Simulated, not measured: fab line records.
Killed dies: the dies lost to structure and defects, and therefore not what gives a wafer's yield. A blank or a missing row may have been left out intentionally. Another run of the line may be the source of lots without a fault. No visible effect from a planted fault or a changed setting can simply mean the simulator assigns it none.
Which of the tools did it? :: flow gf180mcu :: 39 wafers from 13 lots sampled at 2 of the route's 602 steps

== WHAT THE GAUGES READ, wafer by wafer ==
GF_PSD_CD_MEAS_07: the cd target is 400 nm.
lot: L855
measured: day 14 00:25
on: cdSem-01
cdNm (nm): 399.1 402.1 399.7

lot: L856
measured: day 14 06:38
on: cdSem-01
cdNm (nm): 404.1 401.1 399.9

lot: L858
measured: day 14 22:56
on: cdSem-02
cdNm (nm): 399.0 398.8 398.2

lot: L859
measured: day 15 08:25
on: cdSem-02
cdNm (nm): 402.2 401.9 401.0

lot: L862
measured: day 16 21:44
on: cdSem-02
cdNm (nm): 399.4 402.8 401.7

lot: L863
measured: day 17 03:26
on: cdSem-01
cdNm (nm): 404.4 400.4 403.1

lot: L864
measured: day 17 12:02
on: cdSem-02
cdNm (nm): 397.5 395.3 398.3

lot: L865
measured: day 17 20:31
on: cdSem-01
cdNm (nm): 398.8 396.5 399.1

lot: L866
measured: day 18 06:40
on: cdSem-02
cdNm (nm): 400.5 400.2 401.6

lot: L867
measured: day 18 14:44
on: cdSem-01
cdNm (nm): 395.7 397.8 398.4

lot: L871
measured: day 20 08:47
on: cdSem-01
cdNm (nm): 400.3 399.9 402.4

lot: L878
measured: day 22 02:44
on: cdSem-01
cdNm (nm): 404.0 400.4 401.8

lot: L877
measured: day 22 06:20
on: cdSem-01
cdNm (nm): 399.6 404.0 400.4

GF_SAB_CD_MEAS_09: the cd target is 420 nm.
lot: L855
measured: day 14 21:28
on: cdSem-01
cdNm (nm): 420.7 422.3 421.9

lot: L856
measured: day 15 04:38
on: cdSem-02
cdNm (nm): 420.8 421.7 418.4

lot: L858
measured: day 15 21:40
on: cdSem-02
cdNm (nm): 419.6 421.5 421.3

lot: L859
measured: day 16 07:11
on: cdSem-02
cdNm (nm): 422.1 420.6 418.1

lot: L862
measured: day 17 21:58
on: cdSem-01
cdNm (nm): 417.7 417.8 419.2

lot: L863
measured: day 18 03:11
on: cdSem-02
cdNm (nm): 418.9 418.1 418.1

lot: L864
measured: day 18 12:14
on: cdSem-01
cdNm (nm): 417.8 417.6 417.9

lot: L865
measured: day 18 19:53
on: cdSem-01
cdNm (nm): 422.1 417.5 420.7

lot: L866
measured: day 19 06:43
on: cdSem-01
cdNm (nm): 423.8 419.4 417.5

lot: L867
measured: day 19 15:50
on: cdSem-01
cdNm (nm): 425.9 423.0 422.9

lot: L871
measured: day 21 09:25
on: cdSem-02
cdNm (nm): 421.5 421.6 419.9

lot: L878
measured: day 23 02:20
on: cdSem-01
cdNm (nm): 426.7 421.1 422.8

lot: L877
measured: day 23 06:12
on: cdSem-01
cdNm (nm): 423.8 423.9 423.1

== WHAT TOOL EACH LOT RAN ON (gives the tool, then ch and the chambers of the sampled wafers, and finally the start) ==
There is no process step in the record ahead of these readings.

== AS READ BY THE TOOLS THEMSELVES (means over the sampled wafers that have a number; for cases with no such wafer, the mark the record gives instead) ==
The record holds no such reading with a usual standard deviation.

== THE ANSWER, worked out from the rows above alone ==
Rule: the usual values come from the lots themselves. Put in order of their means at a reading, lots are off if they are a third of the lots or fewer, leave a main group of 4 or more, and stand apart from it by a gap of 3 or more times the standard deviation of the main group's means; of several such gaps the widest counts. The tables above print the reading to a certain number of digits; a main group whose means all agree to those digits is not used. A lot without any number at a reading at which 4 lots or more have one is off too. All remaining lots with rows at the step are treated as sound. First the gauges in route order, then the tools' own readings, where a lot's mean is used as printed above. At the first step where some lot is off, the reading lying furthest off is the one used; lots without a number count as furthest.
Nothing can be told from this: no lot is off at any reading shown.

== WHAT HAD BEEN PUT IN BY THE SIMULATOR ==
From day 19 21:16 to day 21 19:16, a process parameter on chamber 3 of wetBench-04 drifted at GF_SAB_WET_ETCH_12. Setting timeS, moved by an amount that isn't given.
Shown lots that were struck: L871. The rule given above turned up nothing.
